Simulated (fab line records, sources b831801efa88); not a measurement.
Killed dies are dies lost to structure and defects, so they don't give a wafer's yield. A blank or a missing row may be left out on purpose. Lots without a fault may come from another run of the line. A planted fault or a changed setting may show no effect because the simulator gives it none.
Chamber matching | flow gf180mcu | GF_V1_CMP_26 on cmp-02: 4 sister chambers
The step polishes, stops on SiO2, t overpolish 15 s, target thk 0 nm. 15 wafers are shown with their chamber, then 7 later ones without.

WAFERS WITH THEIR CHAMBER
wafer  | chamber | motor_current_A (A) | time_to_endpoint_s (s) | slurry_flow_ml_min
L839.3 | 3       | 11.7                | 85                     | 150.4
L839.4 | 0       | 10.3                | 77                     | 150.4
L839.6 | 0       | 10.1                | 78                     | 150.3
L843.1 | 3       | 10.5                | 86                     | 150.7
L843.2 | 1       | 8.3                 | 82                     | 149.7
L843.5 | 1       | 9.0                 | 82                     | 150.2
L844.1 | 1       | 8.8                 | 83                     | 149.6
L844.3 | 0       | 10.2                | 80                     | 149.8
L844.4 | 2       | 12.1                | 88                     | 150.4
L847.1 | 2       | 13.3                | 86                     | 148.6
L847.2 | 0       | 10.3                | 85                     | 149.9
L847.5 | 2       | 13.1                | 91                     | 150.1
L848.2 | 0       | 10.0                | 85                     | 149.7
L848.4 | 3       | 10.7                | 84                     | 150.5
L848.5 | 2       | 12.7                | 93                     | 150.4

SIGNATURES (means of the wafers above)
reading            | chamber 0 | chamber 1 | chamber 2 | chamber 3 | scatter within a chamber
motor_current_A    | 10.180    | 8.700     | 12.800    | 10.967    | 0.426
time_to_endpoint_s | 81.00     | 82.33     | 89.50     | 85.00     | 2.86
slurry_flow_ml_min | 150.020   | 149.833   | 149.875   | 150.533   | 0.511
Rule: a wafer's distance from a chamber is the root of the sum, over the readings, of the square of ((its reading less the chamber's mean) divided by the reading's scatter). The wafer belongs to the nearest chamber; if the next one is less than 2 further off, it can't be placed. The scatter: the root of (the sum of the squares of (reading less its chamber's mean) over the shown wafers, divided by (wafers less chambers)).

WAFERS WITHOUT THEIR CHAMBER
wafer  | motor_current_A (A) | time_to_endpoint_s (s) | slurry_flow_ml_min
L849.1 | 13.0                | 87                     | 150.3
L849.2 | 8.0                 | 83                     | 150.2
L849.4 | 11.2                | 82                     | 150.6
L851.1 | 10.8                | 79                     | 149.9
L851.3 | 8.3                 | 77                     | 149.9
L851.6 | 10.4                | 78                     | 150.0
L859.3 | 8.5                 | 82                     | 150.2

WHICH CHAMBER EACH WENT THROUGH
wafer  | from the rows above     | in truth
L849.1 | 2                       | 2
L849.2 | 1                       | 1
L849.4 | can't be placed: 3 or 0 | 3
L851.1 | can't be placed: 0 or 3 | 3
L851.3 | 1                       | 1
L851.6 | can't be placed: 0 or 3 | 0
L859.3 | 1                       | 1
Placed correctly: 4 of 7. Can't be placed from these rows: 3 (the true chamber is among the candidates in 3). Placed wrongly: 0.
